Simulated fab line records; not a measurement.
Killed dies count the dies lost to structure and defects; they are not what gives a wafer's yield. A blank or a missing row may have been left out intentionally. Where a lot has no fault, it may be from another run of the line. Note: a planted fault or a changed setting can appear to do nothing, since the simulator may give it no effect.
Chamber matching :: flow gf180mcu :: 4 sister chambers for GF_STI_CMP_25 on cmp-02
The step polishes, stops on Si3N4, t overpolish 33 s, target thk 524.6 nm. 4 wafers are shown with their chamber, then 10 later ones without.

== WAFERS PAIRED WITH THEIR CHAMBERS ==
wafer: L084.2
chamber: 3
motor current A (A): 11.9

wafer: L084.3
chamber: 0
motor current A (A): 13.0

wafer: L086.1
chamber: 1
motor current A (A): 14.3

wafer: L086.3
chamber: 2
motor current A (A): 10.6

== WAFERS WITHOUT THEIR CHAMBER ==
wafer: L086.6
motor current A (A): 13.7

wafer: L089.3
motor current A (A): 12.0

wafer: L089.4
motor current A (A): 14.1

wafer: L089.6
motor current A (A): 12.2

wafer: L090.2
motor current A (A): 13.2

wafer: L090.3
motor current A (A): 10.4

wafer: L090.4
motor current A (A): 13.8

wafer: L095.2
motor current A (A): 12.0

wafer: L095.3
motor current A (A): 10.1

wafer: L095.4
motor current A (A): 13.2

== WHICH CHAMBER EACH ONE RAN IN ==
wafer: L086.6
from the rows above: can't be placed: 1 or 0
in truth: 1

wafer: L089.3
from the rows above: 3
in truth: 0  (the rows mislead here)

wafer: L089.4
from the rows above: 1
in truth: 1

wafer: L089.6
from the rows above: can't be placed: 3 or 0
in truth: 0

wafer: L090.2
from the rows above: 0
in truth: 0

wafer: L090.3
from the rows above: 2
in truth: 2

wafer: L090.4
from the rows above: can't be placed: 1 or 0
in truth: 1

wafer: L095.2
from the rows above: 3
in truth: 3

wafer: L095.3
from the rows above: 2
in truth: 2

wafer: L095.4
from the rows above: 0
in truth: 0
6 of 10 placed correctly. From these rows, 3 cannot be placed; in 3 the true chamber is one of the candidates. Number placed wrongly: 1.
How it was worked out, from the rows above alone: a wafer's distance from a chamber is the root of the sum, over the readings, of the square of ((its reading less the chamber's mean) divided by the reading's scatter). The wafer belongs to the nearest chamber; if the next one is less than 2 further off, it can't be placed. A chamber's mean is the mean of its shown wafers. The scatter (one wafer shown for each chamber): square how far every hidden wafer sits from the nearest shown wafer, average those squares and take the square root.
